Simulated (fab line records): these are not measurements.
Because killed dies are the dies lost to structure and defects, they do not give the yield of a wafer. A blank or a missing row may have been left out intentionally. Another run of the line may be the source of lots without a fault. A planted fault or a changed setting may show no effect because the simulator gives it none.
fab line records	flow sky130
record lots=6	wafers=18	lastDay=50
route steps=708 shown PWDE@52 NWELL@56 PAD_OPEN@708
lots that met no fault: taken from a fault-free run of the same line
startH: hours from the record's opening day to when the first of the lot's shown wafers began	waitH: hours since the lot's step before	" identical to the entry in the row above	L1.1+2: one row covering several wafers at once	- no value, or no start was given	* or withheld: withheld	< > ~ a bound
route shown NAME@n: a module of which the file shows steps, and the number in the route of the first	usual: average and standard deviation across the fault-free wafers	same: alike in all rows	chamber/n: place in a boat	sites: the reading at each site	_std_site: how widely they spread, as a standard deviation	_edge_site: the outer-site mean with the inner-site mean subtracted	radiusMm: for every site, how far away it sits from the centre of the wafer	mask NAME#n: copy n	behind: tool/chamber where the wafer was last shaped	hold: the reason the lot was held/the length of the hold in hours/how it ended	device: names the non-switching transistor (n, p or np)	end of line: the tests these same wafers got at the end of their route	where a step has no rows: the recipe by itself	killed: at the first sort, the dies lost to defects and structure; wafer yield is something else	map: shows each die of a wafer: x if killed, . if not, _ if none is there
set.NAME: the run value of the setting; set.NAME@STEP: its run value at that earlier step	model.NAME: the simulator's own value behind a step, which no gauge read
certain route steps with their lots: each step a table, each wafer a row
services: the hour from which a tool's chamber was out of use, counted from the record's first day as startH (under 0 if before that day), plus the number of hours and why
## steps
# step SKY_PWDE_OVL_MEAS_07
# usual PWDE_OVL=0.6/1.3
lot.wafer	tool	chamber	startH	waitH	PWDE_OVL[nm]
L537.1	overlay-01	-	68.31	-	-1.4
L537.3	"	-	"	"	-1.8
L537.5	"	-	"	"	-1.5
L539.1	overlay-02	-	81.19	-	1.2
L539.2	"	-	"	"	0.9
L539.5	"	-	"	"	0.2
L553.2	overlay-01	-	159.67	-	-0.9
L553.5	"	-	"	"	0.8
L553.6	"	-	"	"	1.1
L555.1	overlay-02	-	169.26	-	-0.4
L555.4	"	-	"	"	-0.3
L555.6	"	-	"	"	0.2
L556.3	overlay-01	-	175.87	-	-0.7
L556.5	"	-	"	"	0.4
L556.6	"	-	"	"	-0.4
L559.1	overlay-01	-	190.74	-	2.1
L559.3	"	-	"	"	0.5
L559.6	"	-	"	"	0.3
# step SKY_PWDE_IMPLANT_08
# recipe species=B	energyKev=150	doseCm2=3.6e+12	tiltDeg=withheld
# step SKY_PWDE_STRIP_09
# recipe chemistry=O2/N2	powerW=1400	pressureMtorr=1500	platenTempC=withheld	o2FlowSccm=3000	n2FlowSccm=300	overashFraction=0.5
# usual drypumpMotorCurrentA=5.9/0.4	oesProductAu=0.722/0.0051	stripTimeToEndpointS=36.91/0.089
lot.wafer	tool	chamber	startH	waitH	drypumpMotorCurrentA	oesProductAu	rfHoursCounterH	stripTimeToEndpointS
L537.1	plasmaAsher-03	1	68.49	0.1	6.1	0.715	38	36.87
L537.3	"	1	"	"	6.1	0.725	-	36.85
L537.5	"	1	"	"	6.1	0.725	-	36.86
L539.1	plasmaAsher-04	0	81.37	0.1	6.0	0.727	40	36.88
L539.2	"	1	"	"	6.2	0.724	40	36.76
L539.5	"	1	"	"	6.2	0.733	-	36.87
L553.2	plasmaAsher-01	1	159.85	0.1	5.1	0.728	4	36.82
L553.5	"	0	"	"	6.1	0.715	-	36.80
L553.6	"	1	"	"	5.1	0.718	-	36.85
L555.1	plasmaAsher-03	1	169.44	0.1	6.2	0.714	48	36.85
L555.4	"	0	"	"	5.4	0.729	-	36.77
L555.6	"	0	"	"	5.4	0.729	-	36.86
L556.3	plasmaAsher-04	0	176.08	0.1	6.1	0.720	-	36.73
L556.5	"	1	"	"	6.1	0.716	-	36.85
L556.6	"	0	"	"	6.1	0.718	-	36.76
L559.1	plasmaAsher-04	1	190.92	0.1	6.2	0.726	51	36.91
L559.3	"	1	"	"	6.2	0.722	-	37.00
L559.6	"	1	"	"	6.2	0.718	-	36.98
# step SKY_PWDE_TW_MEAS_10
# usual PWDE_TW=375/4.6
lot.wafer	tool	chamber	startH	waitH	PWDE_TW
L537.1	filmMetro-03	-	68.59	0.1	378
L537.3	"	-	"	"	379
L537.5	"	-	"	"	380
L539.1	filmMetro-01	-	81.47	0.1	372
L539.2	"	-	"	"	371
L539.5	"	-	"	"	370
L553.2	filmMetro-02	-	159.96	0.1	378
L553.5	"	-	"	"	377
L553.6	"	-	"	"	377
L555.1	filmMetro-01	-	169.54	0.1	371
L555.4	"	-	"	"	369
L555.6	"	-	"	"	370
L556.3	filmMetro-03	-	176.17	0.1	377
L556.5	"	-	"	"	379
L556.6	"	-	"	"	378
L559.1	filmMetro-02	-	191.02	0.1	372
L559.3	"	-	"	"	371
L559.6	"	-	"	"	374
# step SKY_NWELL_DEHYDRATE_03
# recipe tempC=200	timeS=60
# step SKY_NWELL_HMDS_04
# recipe primeTimeS=60	primeTempC=120
# step SKY_NWELL_COAT_05
# recipe spinRpm=2000	resistThkNm=3000
# step SKY_NWELL_SOFTBAKE_06
# recipe tempC=110	timeS=withheld
# step SKY_NWELL_EXPOSE_07
# recipe maskId=NWM	na=0.6	sourceShape=conventional	sigmaOuter=0.6	polarization=unpolarized	targetCdNm=840	doseMj=255
# step SKY_NWELL_PEB_08
# recipe tempC=115	timeS=withheld
# step SKY_NWELL_DEVELOP_09
# recipe wallAngleDeg=90	developer=TMAH	developTimeS=60	devTempC=23
# step SKY_NWELL_OVL_MEAS_10
# usual NWELL_00_OVL=0.0/1.5
lot.wafer	tool	chamber	startH	waitH	NWELL_00_OVL[nm]
L537.1	overlay-02	-	84.77	-	-0.3
L537.3	"	-	"	"	-0.2
L537.5	"	-	"	"	-0.4
L539.1	overlay-01	-	97.99	-	0.9
L539.2	"	-	"	"	0.7
L539.5	"	-	"	"	2.2
L553.2	overlay-01	-	180.74	-	0.0
L553.5	"	-	"	"	0.5
L553.6	"	-	"	"	1.2
L555.1	overlay-02	-	189.59	-	-1.2
L555.4	"	-	"	"	-2.2
L555.6	"	-	"	"	-0.8
L556.3	overlay-02	-	196.85	-	0.4
L556.5	"	-	"	"	0.0
L556.6	"	-	"	"	-0.5
L559.1	overlay-02	-	213.31	-	1.3
L559.3	"	-	"	"	0.9
L559.6	"	-	"	"	-0.6
# step SKY_NWELL_IMPLANT_11
# recipe species=P	energyKev=400	doseCm2=1.9e+13	tiltDeg=withheld
# usual beamOnS=9.99/0.2	doseIonsCm2=1.8994e+13/2.1e+10	faradayCurrentUA=107.3/2.1
lot.wafer	tool	chamber	startH	waitH	beamOnS	doseIonsCm2	faradayCurrentUA
L537.1	implanter-03	0	84.81	0.0	10.20	1.9004e+13	105.1
L537.3	"	0	"	"	10.42	1.8989e+13	102.6
L537.5	"	0	"	"	10.02	1.8998e+13	107.3
L539.1	implanter-04	0	98.02	0.0	10.21	1.9001e+13	105.3
L539.2	"	0	"	"	9.89	1.9002e+13	108.4
L539.5	"	0	"	"	9.91	1.9005e+13	108.6
L553.2	implanter-04	0	180.80	0.0	10.58	2.8305e+13	151.5
L553.5	"	0	"	"	10.81	2.8289e+13	148.5
L553.6	"	0	"	"	10.92	2.8318e+13	146.2
L555.1	implanter-02	0	189.62	0.0	10.33	1.8975e+13	103.4
L555.4	"	0	"	"	9.98	1.8986e+13	107.3
L555.6	"	0	"	"	9.96	1.9004e+13	107.5
L556.3	implanter-04	0	196.92	0.1	10.90	2.8386e+13	146.2
L556.5	"	0	"	"	10.53	2.8347e+13	152.0
L556.6	"	0	"	"	10.12	2.8333e+13	157.2
L559.1	implanter-03	0	213.35	0.0	9.80	1.9016e+13	108.6
L559.3	"	0	"	"	10.63	1.9044e+13	100.5
L559.6	"	0	"	"	9.87	1.9025e+13	108.5
# step SKY_NWELL_IMPLANT_12
# recipe species=P	energyKev=120	doseCm2=1.3e+12	tiltDeg=withheld
# step SKY_NWELL_IMPLANT_13
# recipe species=P	energyKev=50	doseCm2=7e+11	tiltDeg=withheld
# step SKY_NWELL_STRIP_14
# recipe chemistry=O2/N2	powerW=1400	pressureMtorr=1500	platenTempC=withheld	o2FlowSccm=3000	n2FlowSccm=300	overashFraction=0.5
# usual drypumpMotorCurrentA=5.9/0.37	oesProductAu=0.722/0.0046	stripTimeToEndpointS=36.92/0.11
lot.wafer	tool	chamber	startH	waitH	drypumpMotorCurrentA	oesProductAu	rfHoursCounterH	stripTimeToEndpointS
L537.1	plasmaAsher-04	1	85.26	0.1	6.1	0.721	40	36.94
L537.3	"	0	"	"	6.0	0.721	-	36.85
L537.5	"	1	"	"	6.1	0.723	-	36.94
L539.1	plasmaAsher-04	0	98.47	0.1	6.0	0.717	42	36.95
L539.2	"	1	"	"	6.2	0.726	42	36.92
L539.5	"	1	"	"	6.2	0.719	-	36.99
L553.2	plasmaAsher-01	0	181.22	0.1	6.2	0.728	6	37.04
L553.5	"	1	"	"	5.1	0.726	-	37.08
L553.6	"	0	"	"	6.2	0.717	-	37.10
L555.1	plasmaAsher-04	0	190.07	0.1	6.1	0.728	51	36.76
L555.4	"	0	"	"	6.0	0.722	-	37.00
L555.6	"	0	"	"	6.0	0.720	-	36.81
L556.3	plasmaAsher-01	0	197.36	0.1	6.2	0.724	-	36.75
L556.5	"	1	"	"	5.1	0.722	-	36.81
L556.6	"	0	"	"	6.2	0.724	-	36.79
L559.1	plasmaAsher-01	1	213.80	0.1	5.1	0.726	9	36.99
L559.3	"	1	"	"	5.1	0.717	-	37.04
L559.6	"	0	"	"	6.1	0.725	-	36.94
# step SKY_NWELL_TW_MEAS_15
# usual NWELL_TW=1822/26
lot.wafer	tool	chamber	startH	waitH	hold	NWELL_TW
L537.1	filmMetro-03	-	85.36	0.1	-	1834
L537.3	"	-	"	"	-	1841
L537.5	"	-	"	"	-	1832
L539.1	filmMetro-03	-	98.57	0.1	-	1852
L539.2	"	-	"	"	-	1856
L539.5	"	-	"	"	-	1840
L553.2	filmMetro-03	-	181.33	0.1	awaitDispo/0.2h/release	2077
L553.5	"	-	"	"	awaitDispo/0.2h/release	2099
L553.6	"	-	"	"	awaitDispo/0.2h/release	2085
L553.2	filmMetro-03	-	181.58	0.2	-	2084
L553.5	"	-	"	"	-	2097
L553.6	"	-	"	"	-	2085
L555.1	filmMetro-03	-	190.17	0.1	-	1850
L555.4	"	-	"	"	-	1851
L555.6	"	-	"	"	-	1852
L556.3	filmMetro-01	-	197.44	0.1	awaitDispo/0.2h/release	2039
L556.5	"	-	"	"	awaitDispo/0.2h/release	2020
L556.6	"	-	"	"	awaitDispo/0.2h/release	2022
L556.3	filmMetro-01	-	197.67	0.2	-	2025
L556.5	"	-	"	"	-	2024
L556.6	"	-	"	"	-	2026
L559.1	filmMetro-03	-	213.90	0.1	-	1845
L559.3	"	-	"	"	-	1847
L559.6	"	-	"	"	-	1851
# step SKY_NWELL_HMDS_17
# recipe primeTimeS=60	primeTempC=120
# step SKY_NWELL_COAT_18
# recipe spinRpm=2000	resistThkNm=3000
# step SKY_NWELL_SOFTBAKE_19
# recipe tempC=110	timeS=withheld
# step SKY_NWELL_EXPOSE_20
# recipe maskId=NWM_COMPLEMENT	na=0.6	sourceShape=conventional	sigmaOuter=0.6	polarization=unpolarized	targetCdNm=840	doseMj=260
# step SKY_NWELL_PEB_21
# recipe tempC=115	timeS=withheld
# step SKY_NWELL_DEVELOP_22
# recipe wallAngleDeg=90	developer=TMAH	developTimeS=60	devTempC=23
# step SKY_NWELL_OVL_MEAS_23
# usual NWELL_01_OVL=0.3/1.6
lot.wafer	tool	chamber	startH	waitH	NWELL_01_OVL[nm]
L537.1	overlay-01	-	102.41	-	-0.9
L537.3	"	-	"	"	-2.8
L537.5	"	-	"	"	-2.7
L539.1	overlay-02	-	116.21	-	-2.8
L539.2	"	-	"	"	-0.3
L539.5	"	-	"	"	-1.9
L553.2	overlay-01	-	201.74	-	0.2
L553.5	"	-	"	"	-0.8
L553.6	"	-	"	"	1.0
L555.1	overlay-01	-	211.31	-	-0.7
L555.4	"	-	"	"	-2.3
L555.6	"	-	"	"	-1.5
L556.3	overlay-02	-	218.92	-	1.1
L556.5	"	-	"	"	1.0
L556.6	"	-	"	"	2.0
L559.1	overlay-02	-	236.34	-	-2.4
L559.3	"	-	"	"	-2.0
L559.6	"	-	"	"	-1.7
# step SKY_NWELL_IMPLANT_24
# recipe species=B	energyKev=140	doseCm2=9.2e+12	tiltDeg=withheld
# step SKY_NWELL_STRIP_25
# recipe chemistry=O2/N2	powerW=1400	pressureMtorr=1500	platenTempC=withheld	o2FlowSccm=3000	n2FlowSccm=300	overashFraction=0.5
# usual drypumpMotorCurrentA=5.9/0.41	oesProductAu=0.722/0.0048	stripTimeToEndpointS=36.92/0.097
lot.wafer	tool	chamber	startH	waitH	drypumpMotorCurrentA	oesProductAu	rfHoursCounterH	stripTimeToEndpointS
L537.1	plasmaAsher-02	1	102.60	0.1	6.2	0.724	27	37.02
L537.3	"	1	"	"	6.2	0.726	-	36.96
L537.5	"	1	"	"	6.3	0.708	-	36.95
L539.1	plasmaAsher-02	0	116.40	0.1	5.6	0.722	29	36.83
L539.2	"	1	"	"	6.2	0.734	29	36.96
L539.5	"	0	"	"	5.6	0.723	-	36.75
L553.2	plasmaAsher-04	0	201.92	0.1	6.0	0.718	52	36.86
L553.5	"	0	"	"	6.0	0.729	-	36.82
L553.6	"	1	"	"	6.1	0.720	-	36.90
L555.1	plasmaAsher-02	0	211.50	0.1	5.5	0.723	38	36.81
L555.4	"	1	"	"	6.2	0.730	-	36.77
L555.6	"	0	"	"	5.5	0.719	-	36.77
L556.3	plasmaAsher-04	0	219.13	0.1	6.1	0.724	-	36.96
L556.5	"	0	"	"	6.0	0.717	-	36.95
L556.6	"	1	"	"	6.1	0.720	-	36.96
L559.1	plasmaAsher-04	0	236.52	0.1	6.0	0.721	55	36.90
L559.3	"	0	"	"	6.0	0.726	-	36.95
L559.6	"	0	"	"	6.0	0.731	-	37.00
# step SKY_NWELL_TW_MEAS_26
# usual NWELL_2_TW=496/6.1
lot.wafer	tool	chamber	startH	waitH	NWELL_2_TW
L537.1	filmMetro-01	-	102.70	0.1	490
L537.3	"	-	"	"	488
L537.5	"	-	"	"	489
L539.1	filmMetro-03	-	116.50	0.1	504
L539.2	"	-	"	"	504
L539.5	"	-	"	"	505
L553.2	filmMetro-01	-	202.03	0.1	489
L553.5	"	-	"	"	489
L553.6	"	-	"	"	492
L555.1	filmMetro-01	-	211.60	0.1	487
L555.4	"	-	"	"	488
L555.6	"	-	"	"	490
L556.3	filmMetro-01	-	219.22	0.1	490
L556.5	"	-	"	"	489
L556.6	"	-	"	"	492
L559.1	filmMetro-02	-	236.62	0.1	498
L559.3	"	-	"	"	500
L559.6	"	-	"	"	497
# step SKY_NWELL_CLEAN_27
# recipe chemistry=SC1/SC2	mix=1:4:20	tempC=70	timeS=150	dry=n2Spin
# step SKY_NWELL_RTA_28
# recipe tempC=1050	timeS=30	idleTempC=650	rampUpCPerS=150	rampDownCPerS=90	ambient=N2
# usual lampPowerPct=25.31/0.059	wafer_temp_C_max=1054.9/0.89
# same timeS=30
lot.wafer	tool	chamber	startH	waitH	lampPowerPct	wafer_temp_C_max
L537.1	rtpAnneal-02	0	102.81	0.0	25.32	1057.9
L537.3	"	0	"	"	25.22	1055.3
L537.5	"	0	"	"	25.24	1057.9
L539.1	rtpAnneal-02	0	116.61	0.0	25.25	1055.9
L539.2	"	0	"	"	25.34	1056.5
L539.5	"	0	"	"	25.18	1054.9
L553.2	rtpAnneal-01	0	202.15	0.0	25.27	1055.6
L553.5	"	0	"	"	25.17	1055.3
L553.6	"	0	"	"	25.29	1054.5
L555.1	rtpAnneal-01	0	211.71	0.0	25.25	1054.4
L555.4	"	0	"	"	25.23	1054.1
L555.6	"	0	"	"	25.34	1054.2
L556.3	rtpAnneal-01	0	219.34	0.0	25.29	1054.6
L556.5	"	0	"	"	25.22	1055.1
L556.6	"	0	"	"	25.26	1055.8
L559.1	rtpAnneal-01	0	236.78	0.0	25.24	1055.0
L559.3	"	0	"	"	25.37	1054.2
L559.6	"	0	"	"	25.31	1054.3
# step SKY_NWELL_RS_MEAS_29
# recipe thkMeasGauge=four-point-probe
# usual NWELL_RS=624.6/1.9
lot.wafer	tool	chamber	startH	waitH	hold	NWELL_RS[ohm/sq]
L537.1	filmMetro-03	-	102.91	0.1	-	628.8
L537.3	"	-	"	"	-	628.6
L537.5	"	-	"	"	-	627.2
L539.1	filmMetro-01	-	116.71	0.1	-	627.4
L539.2	"	-	"	"	-	626.3
L539.5	"	-	"	"	-	626.8
L553.2	filmMetro-03	-	202.25	0.1	awaitDispo/0.2h/release	503.5
L553.5	"	-	"	"	awaitDispo/0.2h/release	502.5
L553.6	"	-	"	"	awaitDispo/0.2h/release	502.6
L553.2	filmMetro-03	-	202.61	0.3	-	504.0
L553.5	"	-	"	"	-	502.8
L553.6	"	-	"	"	-	503.3
L555.1	filmMetro-02	-	211.81	0.1	-	624.1
L555.4	"	-	"	"	-	621.7
L555.6	"	-	"	"	-	623.6
L556.3	filmMetro-03	-	219.45	0.1	awaitDispo/0.2h/release	503.7
L556.5	"	-	"	"	awaitDispo/0.2h/release	504.4
L556.6	"	-	"	"	awaitDispo/0.2h/release	503.7
L556.3	filmMetro-03	-	219.81	0.3	-	503.0
L556.5	"	-	"	"	-	504.1
L556.6	"	-	"	"	-	505.2
L559.1	filmMetro-03	-	236.88	0.1	-	623.4
L559.3	"	-	"	"	-	620.8
L559.6	"	-	"	"	-	620.7
# step SKY_PAD_OPEN_PROBE_99
# usual defectLimitedYield=82.5/1.8	killed_at_M0_to_M3=43/6.5	killed_at_M4_up=3/1.7	killedAtContacts=25/5.1	killedAtFrontEnd=15/3.8	killedAtOther=0.2/0.45	killedDies=86/8.8	killedOpen=47/6.7	killedShort=39/6	sort_bin_3_pad_short=0.9/0.46	sort_bin_5_function=10.2/1.4	sort_bin_6_memory=6.4/1	sortNPass=406/8.8	sortYieldPct=82.5/1.8
# same grossDies=492	killedAtBackSide=0	sort_bin_4_leakage[%]=0	sort_bin_8_speed[%]=0
lot.wafer	tool	chamber	startH	waitH	defectLimitedYield[%]	killed_at_M0_to_M3	killed_at_M4_up	killedAtContacts	killedAtFrontEnd	killedAtOther	killedDies	killedOpen	killedShort	sort_bin_3_pad_short[%]	sort_bin_5_function[%]	sort_bin_6_memory[%]	sortNPass	sortYieldPct[%]
L537.1	prober-02	-	1074.43	0.1	79.5	48	3	31	19	0	101	47	54	1.8	12.2	6.5	391	79.5
L537.3	prober-02	-	1074.53	0.2	85.4	31	2	24	15	0	72	35	37	0.4	8.3	5.9	420	85.4
L537.5	prober-02	-	1074.63	0.2	85.6	32	1	21	17	0	71	35	36	0.6	8.5	5.3	421	85.6
L555.1	prober-01	-	1177.07	0.1	83.9	37	2	19	20	1	79	41	38	0.6	10.4	5.1	413	83.9
L555.4	prober-01	-	1177.22	0.2	85.0	42	3	19	10	0	74	39	35	0.6	8.3	6.1	418	85.0
L555.6	prober-01	-	1177.32	0.2	81.9	44	3	24	17	1	89	48	41	0.6	10.0	7.5	403	81.9
L559.1	prober-02	-	1197.96	0.1	80.7	46	2	28	18	1	95	55	40	1.4	10.6	7.3	397	80.7
L559.3	prober-02	-	1198.06	0.2	84.6	33	2	29	12	0	76	35	41	0.8	10.6	4.1	416	84.6
L559.6	prober-02	-	1198.21	0.2	85.8	38	3	16	13	0	70	41	29	0.4	8.1	5.7	422	85.8
# killed by level:class
L537.1 LI_CONTACT:geometricParticle:open=9 CONTACT:geometricParticle:open=8 VIA1:geometricParticle:open=8 VIA2:geometricParticle:open=8 VIA1:geometricParticle:short=7 METAL2:geometricParticle:short=7 METAL1:geometricParticle:short=6 CONTACT:geometricParticle:short=6
L537.3 CONTACT:geometricParticle:open=8 METAL1:geometricParticle:short=8 LI_CONTACT:geometricParticle:open=7 CONTACT:geometricParticle:short=5 VIA1:geometricParticle:open=5 FIELD_ISO:geometricParticle:short=4 POLY_GATE:geometricParticle:short=4 VIA1:geometricParticle:short=3
L537.5 VIA2:geometricParticle:open=10 POLY_GATE:geometricParticle:short=7 CONTACT:geometricParticle:open=7 FIELD_ISO:geometricParticle:short=6 LI_CONTACT:geometricParticle:open=6 METAL2:geometricParticle:short=5 VIA1:geometricParticle:open=5 LOCAL_INTERCONNECT:geometricParticle:short=4
L555.1 CONTACT:geometricParticle:open=9 VIA3:geometricParticle:open=7 POLY_GATE:geometricParticle:open=7 VIA1:geometricParticle:open=5 METAL2:geometricParticle:short=4 VIA1:geometricParticle:short=4 VIA2:geometricParticle:short=4 VIA3:geometricParticle:short=4
L555.4 VIA1:geometricParticle:open=10 CONTACT:geometricParticle:open=10 VIA3:geometricParticle:open=7 VIA1:geometricParticle:short=6 METAL2:geometricParticle:short=6 POLY_GATE:geometricParticle:short=5 VIA2:geometricParticle:open=4 METAL3:geometricParticle:short=4
L555.6 VIA1:geometricParticle:open=10 VIA2:geometricParticle:open=10 LI_CONTACT:geometricParticle:open=9 CONTACT:geometricParticle:open=9 POLY_GATE:geometricParticle:short=7 METAL2:geometricParticle:short=7 CONTACT:geometricParticle:short=4 VIA1:geometricParticle:short=4
L559.1 VIA3:geometricParticle:open=11 LI_CONTACT:geometricParticle:open=9 VIA1:geometricParticle:open=9 CONTACT:geometricParticle:open=8 METAL1:geometricParticle:short=6 POLY_GATE:geometricParticle:open=5 POLY_GATE:geometricParticle:short=5 METAL2:geometricParticle:short=5
L559.3 LI_CONTACT:geometricParticle:open=8 CONTACT:geometricParticle:short=7 METAL2:geometricParticle:short=7 VIA1:geometricParticle:open=6 CONTACT:geometricParticle:open=6 VIA2:geometricParticle:open=5 LOCAL_INTERCONNECT:geometricParticle:short=4 SPACER:geometricParticle:short=4
L559.6 VIA1:geometricParticle:open=8 CONTACT:geometricParticle:open=7 VIA3:geometricParticle:open=7 METAL2:geometricParticle:short=6 LI_CONTACT:geometricParticle:open=5 VIA3:geometricParticle:short=5 VIA2:geometricParticle:open=5 FIELD_ISO:geometricParticle:short=4
## services
tool	chamber	startH	hours	kind
implanter-02	-	52.53	2.7	repair
implanter-03	-	69.62	3.6	pm
plasmaAsher-01	-	81.46	1.4	repair
plasmaAsher-01	-	108.84	9.0	pm
plasmaAsher-01	0	108.84	9.0	ventCycle
plasmaAsher-01	1	108.84	9.0	ventCycle
plasmaAsher-01	0	117.84	-	clean
plasmaAsher-01	1	117.84	-	clean
rtpAnneal-02	-	141.75	1.2	pm
implanter-02	-	147.51	7.2	pm
plasmaAsher-02	-	157.74	0.5	repair
plasmaAsher-04	-	158.32	2.1	repair
implanter-02	-	200.20	6.6	repair
implanter-02	-	219.07	1.1	repair
implanter-02	-	232.06	0.7	repair
## key
firstSign step=SKY_NWELL_IMPLANT_11	reading=doseIonsCm2	direction=up	sigmas=99+	usual=*	struck=*
effect step=SKY_NWELL_IMPLANT_11	reading=faradayCurrentUA	direction=up	sigmas=20	usual=107.3	struck=150.3
effect step=SKY_NWELL_TW_MEAS_15	reading=visit	direction=added
effect step=SKY_NWELL_TW_MEAS_15	reading=NWELL_TW	direction=up	sigmas=9.1	usual=1822	struck=2057
effect step=SKY_NWELL_RS_MEAS_29	reading=visit	direction=added
effect step=SKY_NWELL_RS_MEAS_29	reading=NWELL_RS	direction=down	sigmas=65	usual=624.6	struck=503.4
metAt SKY_NWELL_IMPLANT_11
struckWafers L553.2,L553.5,L553.6,L556.3,L556.5,L556.6
scrappedBehind SKY_NWELL_RS_MEAS_29 L553.2,L553.5,L553.6,L556.3,L556.5,L556.6
onsetBetween 98.02 180.80
fault kind=processParameterDrift	tool=implanter-04	chamber=-	onsetH=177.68	steps=SKY_NWELL_IMPLANT_11	channel=doseCm2	offset=*	shape=step	endH=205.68	actsIn=*	stated=*
